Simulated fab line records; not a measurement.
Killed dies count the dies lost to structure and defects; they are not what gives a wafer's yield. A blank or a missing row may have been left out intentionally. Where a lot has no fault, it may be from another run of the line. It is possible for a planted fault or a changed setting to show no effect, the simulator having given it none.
fab line records + flow sfq_line
[record]
- lots = 5
- wafers = 14
- last_day = 82
route steps=325 shown INCOMING@1 L0@3
lots with no fault: from the same line, run without faults
start_h: start of the lot's first displayed wafer, in hours after the record's first day + wait_h: hours from the lot's prior step to this one + " repeats the value in the row above + L1.1+2: a row that stands for several wafers + - no value, or no start was given + * or withheld: withheld + < > ~ a bound
route shown NAME@n: a module of which the file shows steps, and the number in the route of the first + usual: the fault-free wafers' mean and standard deviation + same: alike in all rows + chamber/n: place in a boat + sites: the reading at each site + _std_site: standard deviation across them + _edge_site: mean of outer sites minus mean of inner sites + radius_mm: how far each site lies from the wafer's centre + mask NAME#n: copy n + behind: the most recent tool/chamber to have shaped the wafer + hold: what put the lot on hold/how long, in hours/how the hold closed + device: transistor that didn't switch, given as n, p or np + end of line: the same wafers' tests at the end of the route + step lacking rows: just its recipe + killed: dies that structure and defects cost at the first sort, which is not the same as the wafer's yield + map: the dies of a wafer, with x for killed, . for not killed, _ for no die there
set.NAME: the run value of the setting; set.NAME@STEP: its run value at that earlier step + model.NAME: the simulator's own value behind a step, which no gauge read
lots seen at some steps along the route; tables by step, rows by wafer
services: the hour from which a tool's chamber was out of use, counted from the record's first day as start_h (under 0 if before that day), plus the number of hours and why
[[steps]]
[step SFQ_INCOMING_BOW_MEAS_900]
[recipe]
- mode = bow
[usual]
- INCOMING_BOW = 0/6.8
| lot.wafer | tool          | chamber | start_h | wait_h | INCOMING_BOW[um] |
|-----------|---------------|---------|---------|--------|------------------|
| L226.2    | film_metro-02 | -       | 20.02   | -      | 3                |
| L226.3    | "             | -       | "       | "      | -2               |
| L226.6    | "             | -       | "       | "      | -10              |
| L230.2    | film_metro-03 | -       | 40.02   | -      | -1               |
| L230.4    | "             | -       | "       | "      | 7                |
| L230.5    | "             | -       | "       | "      | 11               |
| L232.3    | film_metro-02 | -       | 50.04   | -      | -9               |
| L232.4    | "             | -       | "       | "      | -16              |
| L239.1    | film_metro-04 | -       | 85.00   | -      | 7                |
| L239.2    | "             | -       | "       | "      | -5               |
| L239.5    | "             | -       | "       | "      | -1               |
| L243.2    | film_metro-04 | -       | 105.02  | -      | 10               |
| L243.4    | "             | -       | "       | "      | -10              |
| L243.5    | "             | -       | "       | "      | 12               |
[step SFQ_TRILAYER_INCOMING_OXIDATION_002]
[recipe]
- temp_c = 1000
- ambient = H2O
- target_thk_a = 5000
- p_h2o_torr = 720
- ox_time_s = 4939
[step SFQ_TRILAYER_L0_DEP_SPUTTER_003]
[recipe]
- material = MoNx_KI
- base_pressure_pa = 1.33e-06
- target_thk_nm = 40
- power_w = 800
- time_s = 100
- chamber_pressure_pa = 0.4
[usual]
- throttle_valve_pct = 30.1/1.1
| lot.wafer | tool           | chamber | start_h | wait_h | throttle_valve_pct |
|-----------|----------------|---------|---------|--------|--------------------|
| L226.2    | pvd_sputter-05 | -       | 22.49   | 0.0    | 31.4               |
| L226.3    | "              | -       | "       | "      | 30.2               |
| L226.6    | "              | -       | "       | "      | 31.5               |
| L230.2    | pvd_sputter-03 | -       | 42.49   | 0.0    | 32.0               |
| L230.4    | "              | -       | "       | "      | 30.4               |
| L230.5    | "              | -       | "       | "      | 31.7               |
| L232.3    | pvd_sputter-05 | -       | 52.49   | 0.0    | 31.6               |
| L232.4    | "              | -       | "       | "      | 31.7               |
| L239.1    | pvd_sputter-04 | -       | 87.49   | 0.0    | 30.4               |
| L239.2    | "              | -       | "       | "      | 30.2               |
| L239.5    | "              | -       | "       | "      | 29.0               |
| L243.2    | pvd_sputter-03 | -       | 107.49  | 0.0    | 30.1               |
| L243.4    | "              | -       | "       | "      | 29.1               |
| L243.5    | "              | -       | "       | "      | 30.4               |
[step SFQ_L0_RS_MEAS_901]
[recipe]
- thk_meas_gauge = four-point-probe
- reads = MoNx_KI_of_TRILAYER_L0_DEP_SPUTTER_003
[usual]
- L0_MONX_KI_RS = 43.4/0.49
| lot.wafer | tool          | chamber | start_h | wait_h | L0_MONX_KI_RS[ohm/sq] |
|-----------|---------------|---------|---------|--------|-----------------------|
| L226.2    | film_metro-01 | -       | 22.58   | 0.1    | 43.7                  |
| L226.3    | "             | -       | "       | "      | 43.7                  |
| L226.6    | "             | -       | "       | "      | 43.4                  |
| L230.2    | film_metro-01 | -       | 42.58   | 0.1    | 43.1                  |
| L230.4    | "             | -       | "       | "      | 42.8                  |
| L230.5    | "             | -       | "       | "      | 42.9                  |
| L232.3    | film_metro-02 | -       | 52.60   | 0.1    | 43.3                  |
| L232.4    | "             | -       | "       | "      | 43.0                  |
| L239.1    | film_metro-04 | -       | 87.56   | 0.0    | 43.9                  |
| L239.2    | "             | -       | "       | "      | 44.5                  |
| L239.5    | "             | -       | "       | "      | 44.0                  |
| L243.2    | film_metro-01 | -       | 107.58  | 0.1    | 43.4                  |
| L243.4    | "             | -       | "       | "      | 42.8                  |
| L243.5    | "             | -       | "       | "      | 43.3                  |
[step SFQ_L0_THK_MEAS_902]
[recipe]
- thk_meas_gauge = xrf
- reads = MoNx_KI_of_TRILAYER_L0_DEP_SPUTTER_003
[usual]
- L0_MONX_KI_THK = 39.7/0.48
| lot.wafer | tool          | chamber | start_h | wait_h | L0_MONX_KI_THK[nm] |
|-----------|---------------|---------|---------|--------|--------------------|
| L226.2    | film_metro-01 | -       | 22.69   | 0.1    | 39.5               |
| L226.3    | "             | -       | "       | "      | 39.3               |
| L226.6    | "             | -       | "       | "      | 39.6               |
| L230.2    | film_metro-01 | -       | 42.69   | 0.1    | 39.7               |
| L230.4    | "             | -       | "       | "      | 40.1               |
| L230.5    | "             | -       | "       | "      | 40.0               |
| L232.3    | film_metro-02 | -       | 52.70   | 0.1    | 40.0               |
| L232.4    | "             | -       | "       | "      | 40.0               |
| L239.1    | film_metro-04 | -       | 87.68   | 0.1    | 39.3               |
| L239.2    | "             | -       | "       | "      | 38.8               |
| L239.5    | "             | -       | "       | "      | 39.2               |
| L243.2    | film_metro-01 | -       | 107.69  | 0.1    | 39.9               |
| L243.4    | "             | -       | "       | "      | 40.4               |
| L243.5    | "             | -       | "       | "      | 39.9               |
[step SFQ_TRILAYER_L0_LITHO_COAT_010]
[recipe]
- resist = BARC
- spin_rpm = 3000
- resist_thk_nm = 62
[usual]
- resist_line_temp_C = 23.01/0.14
- spin_speed_rpm = 3000.1/1.9
| lot.wafer | tool           | chamber | start_h | wait_h | resist_line_temp_C | spin_speed_rpm | model.BARC_of_TRILAYER_L0_LITHO_COAT_010.thk_nm |
|-----------|----------------|---------|---------|--------|--------------------|----------------|-------------------------------------------------|
| L226.2    | litho_track-01 | 0       | 22.79   | 0.1    | 23.02              | 3000.9         | 62.06                                           |
| L226.3    | "              | 0       | "       | "      | 22.88              | 3005.9         | 62.16                                           |
| L226.6    | "              | 0       | "       | "      | 22.86              | 3001.5         | 62.1                                            |
| L230.2    | litho_track-03 | 0       | 42.79   | 0.1    | 22.98              | 2999.3         | 61.66                                           |
| L230.4    | "              | 0       | "       | "      | 23.09              | 3000.6         | 61.83                                           |
| L230.5    | "              | 0       | "       | "      | 23.10              | 2998.7         | 61.74                                           |
| L232.3    | litho_track-03 | 0       | 52.84   | 0.1    | 22.98              | 2999.7         | 61.95                                           |
| L232.4    | "              | 0       | "       | "      | 23.16              | 2999.1         | 58.12                                           |
| L239.1    | litho_track-01 | 0       | 87.74   | 0.1    | 22.89              | 2997.5         | 62.23                                           |
| L239.2    | "              | 0       | "       | "      | 23.02              | 2997.4         | 62.19                                           |
| L239.5    | "              | 0       | "       | "      | 22.90              | 3000.5         | 62.15                                           |
| L243.2    | litho_track-04 | 0       | 107.79  | 0.1    | 22.95              | 2998.0         | 62                                              |
| L243.4    | "              | 0       | "       | "      | 23.14              | 3000.2         | 61.72                                           |
| L243.5    | "              | 0       | "       | "      | 23.08              | 2998.2         | 61.89                                           |
[step SFQ_TRILAYER_L0_LITHO_COAT_005]
[recipe]
- resist = KrF
- spin_rpm = 3000
- resist_thk_nm = 600
[step SFQ_TRILAYER_L0_LITHO_SOFTBAKE_009]
[recipe]
- temp_c = withheld
- time_s = withheld
- resist = KrF
[step SFQ_TRILAYER_L0_LITHO_EXPOSE_006]
[recipe]
- mask_id = L0
- na = 0.6
- source_shape = conventional
- sigma_outer = 0.65
- target_cd_nm = 2000
- dose_mj = 14.4
[step SFQ_TRILAYER_L0_LITHO_PEB_008]
[recipe]
- peb_temp_c = 115
- peb_time_s = 60
- resist = KrF
[step SFQ_TRILAYER_L0_LITHO_DEVELOP_007]
[recipe]
- time_s = 60
- resist = KrF
[step SFQ_TRILAYER_L0_BARC_OPEN_METAL_ETCH_010]
[recipe]
- mask_material = PR
- chemistry = O2
- target_depth_nm = 125
- target = BARC
- icp_w = 600
- bias_w = 80
- pressure_mtorr = 10
- time_s = 41.7
[usual]
- drypump_motor_current_A = 5.6/0.51
- oes_product_au = 0.685/0.005
| lot.wafer | tool         | chamber | start_h | wait_h | drypump_motor_current_A | oes_product_au | rf_hours_counter_h | model.etch.depth_nm |
|-----------|--------------|---------|---------|--------|-------------------------|----------------|--------------------|---------------------|
| L226.2    | rie_metal-02 | 0       | 94.21   | 0.1    | 6.6                     | 0.681          | 78                 | 62.06               |
| L226.3    | "            | 1       | "       | "      | 5.9                     | 0.682          | -                  | 62.16               |
| L226.6    | "            | 0       | "       | "      | 6.6                     | 0.691          | -                  | 62.1                |
| L230.2    | rie_metal-02 | 1       | 106.21  | 0.1    | 5.9                     | 0.686          | 169                | 61.66               |
| L230.4    | "            | 0       | "       | "      | 6.6                     | 0.690          | -                  | 61.83               |
| L230.5    | "            | 1       | "       | "      | 5.9                     | 0.691          | -                  | 61.74               |
| L232.3    | rie_metal-01 | 1       | 119.95  | 0.1    | 5.7                     | 0.675          | -                  | 61.95               |
| L232.4    | "            | 0       | "       | "      | 5.3                     | 0.676          | -                  | 58.12               |
| L239.1    | rie_metal-03 | 1       | 161.86  | 0.1    | 5.0                     | 0.695          | 89                 | 62.23               |
| L239.2    | "            | 1       | "       | "      | 5.0                     | 0.677          | -                  | 62.19               |
| L239.5    | "            | 1       | "       | "      | 5.0                     | 0.679          | -                  | 62.15               |
| L243.2    | rie_metal-02 | 0       | 186.73  | 0.1    | 6.6                     | 0.682          | 95                 | 62                  |
| L243.4    | "            | 1       | "       | "      | 6.0                     | 0.677          | -                  | 61.72               |
| L243.5    | "            | 0       | "       | "      | 6.6                     | 0.688          | -                  | 61.89               |
[step SFQ_TRILAYER_L0_ETCH_METAL_ETCH_008]
[recipe]
- target = MoNx_KI
- stop_on = SiO2
- mask_material = PR
- chemistry = SF6/O2
- target_depth_nm = 50
- icp_w = 600
- bias_w = 80
- pressure_mtorr = 10
- time_s = 25
[usual]
- drypump_motor_current_A = 5.6/0.51
- oes_product_au = 0.874/0.0072
| lot.wafer | tool         | chamber | start_h | wait_h | drypump_motor_current_A | oes_product_au | rf_hours_counter_h |
|-----------|--------------|---------|---------|--------|-------------------------|----------------|--------------------|
| L226.2    | rie_metal-02 | 0       | 94.27   | 0.0    | 6.6                     | 0.872          | 78                 |
| L226.3    | "            | 1       | "       | "      | 5.9                     | 0.876          | -                  |
| L226.6    | "            | 0       | "       | "      | 6.6                     | 0.877          | -                  |
| L230.2    | rie_metal-02 | 1       | 106.27  | 0.0    | 5.9                     | 0.876          | 169                |
| L230.4    | "            | 0       | "       | "      | 6.6                     | 0.881          | -                  |
| L230.5    | "            | 1       | "       | "      | 5.9                     | 0.878          | -                  |
| L232.3    | rie_metal-01 | 1       | 120.01  | 0.0    | 5.7                     | 0.877          | -                  |
| L232.4    | "            | 0       | "       | "      | 5.3                     | 0.877          | -                  |
| L239.1    | rie_metal-03 | 1       | 161.98  | 0.1    | 5.0                     | 0.861          | 89                 |
| L239.2    | "            | 1       | "       | "      | 5.0                     | 0.866          | -                  |
| L239.5    | "            | 1       | "       | "      | 5.0                     | 0.866          | -                  |
| L243.2    | rie_metal-02 | 0       | 186.79  | 0.0    | 6.6                     | 0.872          | 95                 |
| L243.4    | "            | 1       | "       | "      | 6.0                     | 0.869          | -                  |
| L243.5    | "            | 0       | "       | "      | 6.6                     | 0.882          | -                  |
[[services]]
| tool           | chamber | start_h | hours | kind                          |
|----------------|---------|---------|-------|-------------------------------|
| pvd_sputter-03 | -       | -1.06   | 1.2   | repair                        |
| rie_metal-03   | -       | 16.27   | 14.6  | pm                            |
| pvd_sputter-03 | 2       | 16.61   | -     | consumable_replace:kit        |
| pvd_sputter-03 | 2       | 16.61   | 18.0  | scheduled_down                |
| pvd_sputter-03 | 2       | 16.61   | 18.0  | vent_cycle                    |
| pvd_sputter-05 | -       | 28.33   | 4.2   | repair                        |
| pvd_sputter-03 | -       | 32.92   | 0.7   | repair                        |
| rie_metal-03   | -       | 47.90   | 1.4   | pm                            |
| pvd_sputter-03 | -       | 58.81   | 1.9   | repair                        |
| rie_metal-01   | 1       | 66.90   | -     | clean                         |
| rie_metal-01   | 1       | 66.90   | -     | consumable_replace:focus_ring |
| rie_metal-01   | 1       | 66.90   | 17.1  | scheduled_down                |
| rie_metal-01   | 1       | 66.90   | 17.1  | vent_cycle                    |
| rie_metal-02   | -       | 73.26   | 2.8   | pm                            |
| pvd_sputter-05 | -       | 77.51   | 3.6   | repair                        |
| pvd_sputter-05 | -       | 87.42   | 7.4   | repair                        |
| pvd_sputter-04 | 3       | 100.30  | -     | consumable_replace:kit        |
| pvd_sputter-04 | 3       | 100.30  | 18.0  | scheduled_down                |
| pvd_sputter-04 | 3       | 100.30  | 18.0  | vent_cycle                    |
| pvd_sputter-05 | -       | 101.54  | 8.1   | repair                        |
| rie_metal-03   | 0       | 147.71  | -     | clean                         |
| rie_metal-03   | 0       | 147.71  | 14.8  | scheduled_down                |
| rie_metal-03   | 0       | 147.71  | 14.8  | vent_cycle                    |
| pvd_sputter-05 | -       | 179.60  | 13.4  | repair                        |
[[key]]
first_sign none at tools or gauges
[model_effect]
- step = SFQ_TRILAYER_L0_LITHO_COAT_010
- value = BARC_of_TRILAYER_L0_LITHO_COAT_010.thk_nm
- without = 61.7
- struck = 58.12
[model_effect]
- step = SFQ_TRILAYER_L0_BARC_OPEN_METAL_ETCH_010
- value = etch.depth_nm
- without = 61.7
- struck = 58.12
met_at SFQ_TRILAYER_L0_LITHO_COAT_010
struck_wafers L232.4
onset_between 42.79 52.84
[fault]
- kind = process_parameter_drift
- tool = litho_track-03
- chamber = -
- onset_h = 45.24
- steps = SFQ_TRILAYER_L0_LITHO_COAT_010
- channel = resist_thk_nm
- offset = -3.6049
- shape = step
- end_h = 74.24
- scope = struck_wafers_only
- acts_in = these_recipes_only
- stated = 62
